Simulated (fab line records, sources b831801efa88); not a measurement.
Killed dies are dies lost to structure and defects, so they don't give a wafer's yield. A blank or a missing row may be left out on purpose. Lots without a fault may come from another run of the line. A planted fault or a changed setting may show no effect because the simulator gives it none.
fab line records | flow sky130
record lots=6 wafers=18 last_day=50
route steps=708 shown LI_CONTACT@382 LOCAL_INTERCONNECT@387 PAD_OPEN@708
lots that met no fault: from a run of the same line without faults
start_h: hours from the record's first day to the start of the lot's first wafer shown | wait_h: hours since the lot's step before | " the same as in the row above | L1.1+2: a row that stands for several wafers | - no value, or no start given | * or withheld: withheld | < > ~ a bound
route shown NAME@n: a module of which the file shows steps, and the number in the route of the first | usual: mean/standard deviation of fault-free wafers | same: alike in all rows | chamber/n: place in a boat | sites: the reading at each site | _std_site: their standard deviation | _edge_site: outer sites' mean less inner sites' | radius_mm: how far each site lies from the wafer's centre | mask NAME#n: copy n | behind: the tool/chamber that last shaped the wafer | hold: why the lot was held/for how many hours/how that ended | device: the transistor (n, p or np) that didn't switch | end of line: the same wafers' tests at the end of the route | a step without rows: its recipe alone | killed: dies lost to structure and defects at the first sort, not the wafer's yield | map: a wafer's dies, x killed, . not, _ none there
set.NAME: the setting as run; set.NAME@STEP: as run at that earlier step | model.NAME: the simulator's own value behind a step, which no gauge read
lots at some steps of the route; a table a step, a row a wafer
services: from which hour (start_h, from the record's first day; less than 0 if before it) a tool's chamber was out of use, for how many hours, and why
## steps
# step SKY_LI_CONTACT_SPUTTER_20
# recipe material=TiN target_thk_nm=20 chamber_pressure_pa=5 power_w=4000 time_s=80
# usual throttle_valve_pct=29.9/1.1
# columns lot.wafer tool chamber start_h wait_h throttle_valve_pct
L829.1 pvd_sputter-01 - 721.22 0.0 29.2
L829.3 " - " " 27.7
L829.4 " - " " 29.3
L831.2 pvd_sputter-01 - 729.69 0.0 27.4
L831.3 " - " " 29.4
L831.6 " - " " 29.6
L837.2 pvd_sputter-03 - 779.30 0.0 30.9
L837.3 " - " " 29.2
L837.6 " - " " 30.7
L839.1 pvd_sputter-03 - 797.72 0.0 30.7
L839.4 " - " " 30.9
L839.5 " - " " 29.1
L847.3 pvd_sputter-03 - 855.25 0.0 29.0
L847.4 " - " " 30.7
L847.6 " - " " 30.9
L848.1 pvd_sputter-03 - 857.90 0.0 31.0
L848.3 " - " " 30.9
L848.6 " - " " 30.9
# step SKY_LI_CONTACT_CVD_21
# recipe material=W target_thk_nm=400 time_s=120.56 temp_c=396.7 pressure_torr=40
# usual heater_power_w=839/110
# columns lot.wafer tool chamber start_h wait_h heater_power_w
L829.1 cvd_w-02 0 721.29 0.0 730
L829.3 " 0 " " 741
L829.4 " 0 " " 734
L831.2 cvd_w-01 0 729.76 0.0 785
L831.3 " 1 " " 829
L831.6 " 1 " " 800
L837.2 cvd_w-02 1 779.36 0.0 1022
L837.3 " 0 " " 748
L837.6 " 0 " " 736
L839.1 cvd_w-01 1 797.78 0.0 826
L839.4 " 0 " " 784
L839.5 " 1 " " 798
L847.3 cvd_w-01 1 855.36 0.1 810
L847.4 " 0 " " 788
L847.6 " 1 " " 803
L848.1 cvd_w-02 1 857.96 0.0 1001
L848.3 " 1 " " 1018
L848.6 " 1 " " 1024
# step SKY_LI_CONTACT_RS_MEAS_22
# recipe thk_meas_gauge=four-point-probe reads=W_of_LI_CONTACT_CVD_21+TiN_of_LI_CONTACT_SPUTTER_20+Ti_of_LI_CONTACT_SPUTTER_19
# usual LI_CONTACT_W_RS=0.304/0.003
# columns lot.wafer tool chamber start_h wait_h LI_CONTACT_W_RS[ohm/sq]
L829.1 film_metro-01 - 721.54 0.2 0.301
L829.3 " - " " 0.301
L829.4 " - " " 0.303
L831.2 film_metro-02 - 729.90 0.1 0.300
L831.3 " - " " 0.303
L831.6 " - " " 0.303
L837.2 film_metro-01 - 779.51 0.1 0.305
L837.3 " - " " 0.304
L837.6 " - " " 0.299
L839.1 film_metro-02 - 797.90 0.1 0.308
L839.4 " - " " 0.309
L839.5 " - " " 0.309
L847.3 film_metro-03 - 855.48 0.1 0.306
L847.4 " - " " 0.308
L847.6 " - " " 0.306
L848.1 film_metro-01 - 858.09 0.1 0.309
L848.3 " - " " 0.305
L848.6 " - " " 0.310
# step SKY_LI_CONTACT_THK_MEAS_23
# recipe thk_meas_gauge=xrf reads=W_of_LI_CONTACT_CVD_21
# usual LI_CONTACT_W_THK=389/4.6
# columns lot.wafer tool chamber start_h wait_h LI_CONTACT_W_THK[nm]
L829.1 film_metro-01 - 721.66 0.1 387
L829.3 " - " " 392
L829.4 " - " " 387
L831.2 film_metro-02 - 730.01 0.1 392
L831.3 " - " " 386
L831.6 " - " " 385
L837.2 film_metro-01 - 779.62 0.1 389
L837.3 " - " " 388
L837.6 " - " " 398
L839.1 film_metro-02 - 798.02 0.1 382
L839.4 " - " " 379
L839.5 " - " " 385
L847.3 film_metro-03 - 855.58 0.1 389
L847.4 " - " " 388
L847.6 " - " " 391
L848.1 film_metro-01 - 858.21 0.1 377
L848.3 " - " " 381
L848.6 " - " " 377
# step SKY_LI_CONTACT_CMP_24
# recipe stop_on=PSG t_overpolish_s=20 down_force_psi=3.5 platen_rpm=60 target_thk_nm=0 pad_velocity_m_s=0.94248
# usual head_pressure_psi=3.499/0.0066 motor_current_A=11.8/1 overpolish_run_s=19.999/0.009 slurry_filter_dp_kPa=13.48/0.13 time_to_endpoint_s=91/3.5
# columns lot.wafer tool chamber start_h wait_h head_pressure_psi motor_current_A overpolish_run_s slurry_filter_dp_kPa time_to_endpoint_s
L829.1 cmp-02 2 721.72 0.1 3.494 10.5 19.998 13.50 93
L829.4 " 0 " " 3.495 12.1 20.003 13.54 92
L829.3 " 1 " " 3.495 10.6 20.017 13.43 95
L831.2 cmp-02 3 730.11 0.1 3.496 13.2 20.010 13.24 88
L831.3 " 0 " " 3.496 12.1 20.011 13.55 92
L831.6 " 2 " " 3.501 10.9 20.008 13.36 87
L837.3 cmp-02 1 779.67 0.0 3.495 10.4 19.997 13.54 95
L837.2 " 2 " " 3.502 10.8 20.008 13.55 93
L837.6 " 2 " " 3.507 11.1 19.982 13.40 93
L839.4 cmp-01 0 798.34 0.3 3.496 12.0 19.988 13.35 86
L839.1 " 3 " " 3.497 11.0 19.987 13.43 88
L839.5 " 1 " " 3.512 12.7 20.006 13.83 90
L847.3 cmp-02 2 855.72 0.1 3.492 10.5 20.003 13.36 89
L847.4 " 3 " " 3.505 12.5 20.004 13.42 87
L847.6 " 1 " " 3.512 9.6 19.994 13.78 97
L848.3 cmp-01 1 858.32 0.1 3.502 12.6 20.004 13.19 93
L848.1 " 2 " " 3.504 11.6 20.000 13.55 90
L848.6 " 1 " " 3.494 13.1 20.003 13.48 90
# step SKY_LOCAL_INTERCONNECT_SPUTTER_00
# recipe material=TiN target_thk_nm=100 temp_c=300 power_w=6500 time_s=83.3 chamber_pressure_pa=0.4
# usual throttle_valve_pct=29.7/1.1
# columns lot.wafer tool chamber start_h wait_h throttle_valve_pct
L829.1 pvd_sputter-04 - 722.02 0.2 29.7
L829.3 " - " " 28.0
L829.4 " - " " 29.6
L831.2 pvd_sputter-04 - 730.36 0.2 28.4
L831.3 " - " " 30.0
L831.6 " - " " 29.6
L837.2 pvd_sputter-04 - 779.97 0.2 30.0
L837.3 " - " " 29.7
L837.6 " - " " 28.3
L839.1 pvd_sputter-04 - 798.64 0.1 29.4
L839.4 " - " " 29.8
L839.5 " - " " 29.5
L847.3 pvd_sputter-04 - 855.92 0.1 29.7
L847.4 " - " " 29.4
L847.6 " - " " 29.4
L848.1 pvd_sputter-02 - 858.57 0.1 32.1
L848.3 " - " " 27.6
L848.6 " - " " 30.0
# step SKY_LOCAL_INTERCONNECT_RS_MEAS_01
# recipe thk_meas_gauge=four-point-probe reads=TiN_of_LOCAL_INTERCONNECT_SPUTTER_00
# usual LOCAL_INTERCONNECT_TIN_RS=14.08/0.15
# columns lot.wafer tool chamber start_h wait_h LOCAL_INTERCONNECT_TIN_RS[ohm/sq]
L829.1 film_metro-01 - 722.08 0.0 14.04
L829.3 " - " " 13.84
L829.4 " - " " 14.09
L831.2 film_metro-02 - 730.44 0.1 13.88
L831.3 " - " " 13.80
L831.6 " - " " 14.05
L837.2 film_metro-04 - 780.05 0.1 13.97
L837.3 " - " " 14.30
L837.6 " - " " 14.11
L839.1 film_metro-01 - 798.70 0.0 14.17
L839.4 " - " " 14.14
L839.5 " - " " 14.30
L847.3 film_metro-04 - 856.02 0.1 14.25
L847.4 " - " " 14.27
L847.6 " - " " 14.18
L848.1 film_metro-04 - 858.63 0.0 14.06
L848.3 " - " " 14.14
L848.6 " - " " 14.16
# step SKY_LOCAL_INTERCONNECT_THK_MEAS_02
# recipe thk_meas_gauge=xrf reads=TiN_of_LOCAL_INTERCONNECT_SPUTTER_00
# usual LOCAL_INTERCONNECT_TIN_THK=99.1/1.2
# columns lot.wafer tool chamber start_h wait_h LOCAL_INTERCONNECT_TIN_THK[nm]
L831.2 film_metro-02 - 730.55 0.1 100.6
L831.3 " - " " 101.9
L831.6 " - " " 99.7
L829.1 film_metro-01 - 731.72 9.6 98.8
L829.3 " - " " 100.2
L829.4 " - " " 98.6
L837.2 film_metro-04 - 780.16 0.1 100.2
L837.3 " - " " 98.2
L837.6 " - " " 99.4
L839.1 film_metro-01 - 798.82 0.1 97.6
L839.4 " - " " 98.5
L839.5 " - " " 97.4
L847.3 film_metro-04 - 856.12 0.1 98.0
L847.4 " - " " 97.4
L847.6 " - " " 97.7
L848.1 film_metro-04 - 858.75 0.1 99.4
L848.3 " - " " 98.7
L848.6 " - " " 98.6
# step SKY_LOCAL_INTERCONNECT_DEHYDRATE_03
# recipe temp_c=200 time_s=60
# step SKY_LOCAL_INTERCONNECT_HMDS_04
# recipe prime_time_s=60 prime_temp_c=120
# step SKY_LOCAL_INTERCONNECT_COAT_05
# recipe resist=BARC temp_c=withheld time_s=withheld spin_rpm=3000 resist_thk_nm=60
# step SKY_LOCAL_INTERCONNECT_COAT_06
# recipe resist=KrF-thick spin_rpm=3000 resist_thk_nm=450
# step SKY_LOCAL_INTERCONNECT_SOFTBAKE_07
# recipe temp_c=100 time_s=90 resist=KrF-thick
# usual heater_power_total_W=57.35/0.11 plate_temp_C=99.99/0.13
# columns lot.wafer tool chamber start_h wait_h heater_power_total_W plate_temp_C
L831.2 litho_track-01 0 744 - 57.23 99.99
L831.3 " 0 " " 57.33 99.99
L831.6 " 0 " " 57.30 99.92
L829.1 litho_track-04 0 745 - 57.19 99.92
L829.3 " 0 " " 57.33 100.00
L829.4 " 0 " " 57.28 99.74
L837.2 litho_track-02 0 793 - 54.29 96.12
L837.3 " 0 " " 54.33 96.26
L837.6 " 0 " " 54.21 96.21
L839.1 litho_track-02 0 812 - 54.43 96.16
L839.4 " 0 " " 54.47 96.22
L839.5 " 0 " " 54.27 96.24
L847.3 litho_track-04 0 868 - 57.35 99.95
L847.4 " 0 " " 57.31 99.95
L847.6 " 0 " " 57.43 99.63
L848.1 litho_track-02 0 871 - 57.21 100.14
L848.3 " 0 " " 57.24 100.00
L848.6 " 0 " " 57.33 99.90
# step SKY_LOCAL_INTERCONNECT_EXPOSE_08
# recipe mask_id=LI1M na=0.8 source_shape=annular sigma_inner=0.55 sigma_outer=0.85 target_cd_nm=170 dose_mj=28
# step SKY_LOCAL_INTERCONNECT_PEB_09
# recipe peb_temp_c=withheld peb_time_s=withheld resist=KrF-thick
# step SKY_LOCAL_INTERCONNECT_DEVELOP_10
# recipe develop_time_s=60 resist=KrF-thick dev_temp_c=21
# columns lot.wafer tool chamber start_h wait_h model.KrF-thick_of_LOCAL_INTERCONNECT_COAT_06.thk_nm
L831.2+3 litho_track-02 0 - - 436.9
L831.6 " 0 " " 436.2
L829.1 litho_track-02 0 - - 434.9
L829.3 " 0 " " 435
L829.4 " 0 " " 434
L837.2 litho_track-04 0 - - 438.9
L837.3 " 0 " " 438.6
L837.6 " 0 " " 437.7
L839.1 litho_track-04 0 - - 438.9
L839.4 " 0 " " 439.1
L839.5 " 0 " " 439.5
L847.3 litho_track-04 0 - - 435.9
L847.4 " 0 " " 436.8
L847.6 " 0 " " 437.9
L848.1 litho_track-02 0 - - 437.7
L848.3 " 0 " " 435.9
L848.6 " 0 " " 436.1
# step SKY_LOCAL_INTERCONNECT_CD_MEAS_11
# recipe target_cd_nm=170
# usual cd_nm=170.2/1.6
# columns lot.wafer tool chamber start_h wait_h cd_nm
L831.2 cd_sem-01 - 758.32 - 170.1
L831.3 " - " " 168.6
L831.6 " - " " 170.6
L829.1 cd_sem-02 - 759.00 - 170.7
L829.3 " - " " 171.6
L829.4 " - " " 173.3
L837.2 cd_sem-02 - 806.74 - 174.0
L837.3 " - " " 173.9
L837.6 " - " " 173.8
L839.1 cd_sem-02 - 826.27 - 171.6
L839.4 " - " " 170.8
L839.5 " - " " 171.6
L847.3 cd_sem-01 - 881.81 - 171.8
L847.4 " - " " 170.1
L847.6 " - " " 171.7
L848.1 cd_sem-02 - 884.60 - 169.5
L848.3 " - " " 169.7
L848.6 " - " " 169.2
# step SKY_LOCAL_INTERCONNECT_OVL_MEAS_12
# usual LOCAL_INTERCONNECT_OVL=-1/5.9
# columns lot.wafer tool chamber start_h wait_h LOCAL_INTERCONNECT_OVL[nm]
L831.2 overlay-01 - 758.42 0.1 -6
L831.3 " - " " 1
L831.6 " - " " -7
L829.1 overlay-01 - 759.12 0.1 -14
L829.3 " - " " -4
L829.4 " - " " -6
L837.2 overlay-02 - 806.84 0.1 -6
L837.3 " - " " -2
L837.6 " - " " 3
L839.1 overlay-02 - 826.39 0.1 2
L839.4 " - " " 11
L839.5 " - " " 5
L847.3 overlay-01 - 881.90 0.1 -3
L847.4 " - " " 3
L847.6 " - " " 0
L848.1 overlay-02 - 884.72 0.1 -15
L848.3 " - " " -4
L848.6 " - " " -3
# step SKY_LOCAL_INTERCONNECT_ETCH_13
# recipe chemistry=N2/H2 target=BARC ion_energy_ev=200 bias_w=100 pressure_mtorr=30 n2_flow_sccm=100 h2_flow_sccm=200 icp_w=500 stop_on=SiO2 time_s=45.9 target_depth_a=600
# usual bias_w=100.07/0.3 drypump_motor_current_A=6.14/0.23 n2_flow_sccm=100.02/0.29 oes_product_au=0.855/0.005 throttle_valve_pct=13.224/0.009
# columns lot.wafer tool chamber start_h wait_h bias_w drypump_motor_current_A n2_flow_sccm oes_product_au rf_hours_counter_h throttle_valve_pct model.KrF-thick_of_LOCAL_INTERCONNECT_COAT_06.thk_nm
L831.2 rie_metal-04 1 758.45 0.0 100.31 6.33 99.80 0.860 4 13.225 394
L831.3 " 1 " " 100.25 6.32 100.17 0.844 - 13.217 393.8
L831.6 " 1 " " 100.19 6.33 99.76 0.861 - 13.220 393.5
L829.1 rie_metal-02 0 759.15 0.0 100.26 5.63 99.82 0.857 0 13.221 392.1
L829.3 " 1 " " 99.54 6.38 100.42 0.851 - 13.228 391.1
L829.4 " 0 " " 99.89 5.65 99.99 0.857 - 13.209 391.3
L837.2 rie_metal-04 1 806.89 0.0 100.09 6.32 100.27 0.864 - 13.220 396.5
L837.3 " 1 " " 100.80 6.33 100.02 0.852 - 13.237 395.9
L837.6 " 1 " " 99.94 6.29 100.06 0.856 - 13.240 395.6
L839.1 rie_metal-03 1 826.42 0.0 99.98 6.12 100.46 0.858 13 13.223 395.6
L839.4 " 1 " " 100.15 6.13 100.37 0.856 - 13.225 395.6
L839.5 " 0 " " 100.13 6.22 99.40 0.849 - 13.240 395.9
L847.3 rie_metal-03 0 881.94 0.0 100.37 6.23 100.11 0.857 - 13.223 391.9
L847.4 " 1 " " 99.67 6.10 99.70 0.857 - 13.214 393.5
L847.6 " 0 " " 100.25 6.25 100.34 0.850 - 13.221 394.1
L848.1 rie_metal-02 1 884.76 0.0 100.36 6.37 99.92 0.848 2 13.235 394
L848.3 " 1 " " 100.25 6.38 100.63 0.844 - 13.234 392.1
L848.6 " 1 " " 100.17 6.36 99.96 0.854 - 13.200 392.2
# step SKY_LOCAL_INTERCONNECT_METAL_ETCH_14
# recipe target_depth_nm=110 stop_on=PSG chemistry=Cl2/BCl3 target=TiN resist_sidewall_deg=88 pressure_mtorr=10 icp_w=900 bias_w=48.5 Cl2_flow_sccm=60 bcl3_flow_sccm=30 time_s=31.4
# usual bias_w=48.50/0.14 drypump_motor_current_A=6.13/0.23 oes_product_au=0.944/0.0074 throttle_valve_pct=21.899/0.01
# columns lot.wafer tool chamber start_h wait_h bias_w drypump_motor_current_A oes_product_au rf_hours_counter_h throttle_valve_pct
L831.2 rie_metal-04 1 758.52 0.0 48.65 6.31 0.952 5 21.895
L831.3 " 1 " " 48.77 6.31 0.955 - 21.893
L831.6 " 1 " " 48.42 6.32 0.937 - 21.891
L829.1 rie_metal-02 0 759.22 0.0 48.65 5.61 0.949 0 21.906
L829.3 " 1 " " 48.42 6.38 0.951 - 21.894
L829.4 " 0 " " 48.45 5.62 0.936 - 21.901
L837.2 rie_metal-04 1 807.02 0.1 48.47 6.30 0.948 - 21.902
L837.3 " 1 " " 48.40 6.31 0.927 - 21.892
L837.6 " 1 " " 48.64 6.31 0.949 - 21.904
L839.1 rie_metal-03 1 826.48 0.0 48.40 6.09 0.943 13 21.908
L839.4 " 1 " " 48.46 6.06 0.948 - 21.888
L839.5 " 0 " " 48.29 6.23 0.940 - 21.918
L847.3 rie_metal-03 0 882.00 0.0 48.53 6.21 0.940 - 21.909
L847.4 " 1 " " 48.50 6.09 0.939 - 21.916
L847.6 " 0 " " 48.49 6.17 0.940 - 21.911
L848.1 rie_metal-02 1 884.88 0.1 48.30 6.38 0.939 2 21.901
L848.3 " 1 " " 48.35 6.39 0.941 - 21.896
L848.6 " 1 " " 48.45 6.38 0.947 - 21.891
# step SKY_PAD_OPEN_PROBE_99
# usual killed_at_M0_to_M3=42/6.3 killed_at_M4_up=2.8/1.9 killed_at_contacts=23/5.3 killed_at_front_end=16/4.3 killed_at_other=0.2/0.51 killed_dies=84/9.3 killed_open=46/7.6 killed_short=38/6.3
# same gross_dies=492 killed_at_back_side=0
# columns lot.wafer tool chamber start_h wait_h killed_at_M0_to_M3 killed_at_M4_up killed_at_contacts killed_at_front_end killed_at_other killed_dies killed_open killed_short
L831.2 prober-01 - 1118.41 0.1 39 3 23 11 0 76 39 37
L831.3 prober-01 - 1118.46 0.2 47 4 14 14 0 79 34 45
L831.6 prober-01 - 1118.61 0.2 37 0 17 8 0 62 36 26
L837.2 prober-01 - 1151.89 0.1 36 2 26 10 0 74 52 22
L837.3 prober-01 - 1151.94 0.2 34 2 28 12 0 76 42 34
L837.6 prober-01 - 1152.09 0.2 42 3 21 14 0 80 45 35
L839.4 prober-01 - 1167.67 0.2 39 2 31 15 0 87 55 32
# killed by level:class
L831.2 VIA1:geometric_particle:open=10 CONTACT:geometric_particle:open=8 METAL1:geometric_particle:short=7 VIA2:geometric_particle:open=6 POLY_GATE:geometric_particle:short=5 LOCAL_INTERCONNECT:geometric_particle:short=5 VIA3:geometric_particle:open=5 CONTACT:geometric_particle:short=4
L831.3 METAL2:geometric_particle:short=11 VIA1:geometric_particle:open=10 METAL1:geometric_particle:short=7 VIA2:geometric_particle:open=7 CONTACT:geometric_particle:open=5 FIELD_ISO:geometric_particle:short=4 LOCAL_INTERCONNECT:geometric_particle:short=4 VIA1:geometric_particle:short=4
L831.6 VIA1:geometric_particle:open=8 CONTACT:geometric_particle:open=6 METAL1:geometric_particle:short=5 LI_CONTACT:geometric_particle:open=4 LOCAL_INTERCONNECT:geometric_particle:short=4 VIA1:geometric_particle:short=4 VIA2:geometric_particle:open=4 POLY_GATE:geometric_particle:open=3
L837.2 VIA1:geometric_particle:open=14 CONTACT:geometric_particle:open=13 LI_CONTACT:geometric_particle:open=9 VIA2:geometric_particle:open=7 VIA1:geometric_particle:short=4 FIELD_ISO:geometric_particle:short=3 METAL1:geometric_particle:short=3 VIA3:geometric_particle:open=3
L837.3 LI_CONTACT:geometric_particle:open=8 CONTACT:geometric_particle:open=7 FIELD_ISO:geometric_particle:open=6 VIA2:geometric_particle:open=6 VIA3:geometric_particle:open=5 CONTACT:geometric_particle:short=5 LI_CONTACT:geometric_particle:short=4 LOCAL_INTERCONNECT:geometric_particle:short=4
L837.6 LI_CONTACT:geometric_particle:open=12 VIA1:geometric_particle:open=8 VIA2:geometric_particle:open=7 VIA1:geometric_particle:short=6 VIA3:geometric_particle:open=6 CONTACT:geometric_particle:open=5 VIA2:geometric_particle:short=5 FIELD_ISO:geometric_particle:short=4
L839.4 VIA1:geometric_particle:open=13 LI_CONTACT:geometric_particle:open=11 CONTACT:geometric_particle:open=9 VIA3:geometric_particle:open=6 VIA2:geometric_particle:open=6 FIELD_ISO:geometric_particle:short=5 METAL2:geometric_particle:short=5 FIELD_ISO:geometric_particle:open=3
## services
# columns tool chamber start_h hours kind
pvd_sputter-01 - 702.30 3.5 repair
cmp-02 - 711.17 3.6 repair
rie_metal-04 0 714.98 18.0 repair
cvd_w-02 1 718.62 5.3 repair
cmp-02 - 722.43 0.6 repair
cvd_w-02 0 723.53 4.3 repair
pvd_sputter-01 - 726.56 2.3 repair
cmp-01 - 727.36 6.8 pm
pvd_sputter-01 - 731.12 1.8 repair
cvd_w-02 - 735.66 0.3 repair
rie_metal-03 - 741.63 1.0 repair
cmp-02 - 746.01 4.0 pm
cmp-01 - 746.53 2.2 repair
cvd_w-01 - 750.45 2.8 pm
pvd_sputter-04 - 763.74 1.4 repair
pvd_sputter-03 - 764.84 11.0 repair
cvd_w-01 1 774.19 3.6 repair
pvd_sputter-04 - 792.07 0.6 repair
rie_metal-04 0 800.38 23.9 repair
rie_metal-03 - 805.44 0.8 repair
rie_metal-04 - 865.16 1.4 pm
rie_metal-03 - 867.09 0.2 repair
cvd_w-02 1 873.38 3.3 repair
rie_metal-02 0 880.09 9.9 repair
## key
first_sign step=SKY_LOCAL_INTERCONNECT_SOFTBAKE_07 reading=plate_temp_C direction=down sigmas=30 usual=* struck=*
effect step=SKY_LOCAL_INTERCONNECT_SOFTBAKE_07 reading=heater_power_total_W direction=down sigmas=29 usual=* struck=*
effect step=SKY_LOCAL_INTERCONNECT_CD_MEAS_11 reading=cd_nm direction=up sigmas=1.5 usual=170.2 struck=172.6 through=control_loop
model_effect step=SKY_LOCAL_INTERCONNECT_DEVELOP_10 value=KrF-thick_of_LOCAL_INTERCONNECT_COAT_06.thk_nm without=436.5 struck=438.8
model_effect step=SKY_LOCAL_INTERCONNECT_ETCH_13 value=KrF-thick_of_LOCAL_INTERCONNECT_COAT_06.thk_nm without=393.5 struck=395.8
met_at SKY_LOCAL_INTERCONNECT_SOFTBAKE_07
struck_wafers L837.2,L837.3,L837.6,L839.1,L839.4,L839.5
tester_left_out L837,L839
loop_trim step=SKY_LOCAL_INTERCONNECT_EXPOSE_08 setting=dose lots=L839
fault kind=process_parameter_drift tool=litho_track-02 chamber=- onset_h=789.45 steps=SKY_LOCAL_INTERCONNECT_SOFTBAKE_07 channel=temp_c offset=* shape=step end_h=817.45 acts_in=* stated=*
# tester_left_out: of these lots the tester's yield and bins aren't shown, on N5 and GAA mostly nor the transistor test; their killed dies are dies lost to structure and defects alone, not to doping, threshold or leakage, so they don't give the yield
# loop_trim: a control loop set the setting to another value than it would have without faults
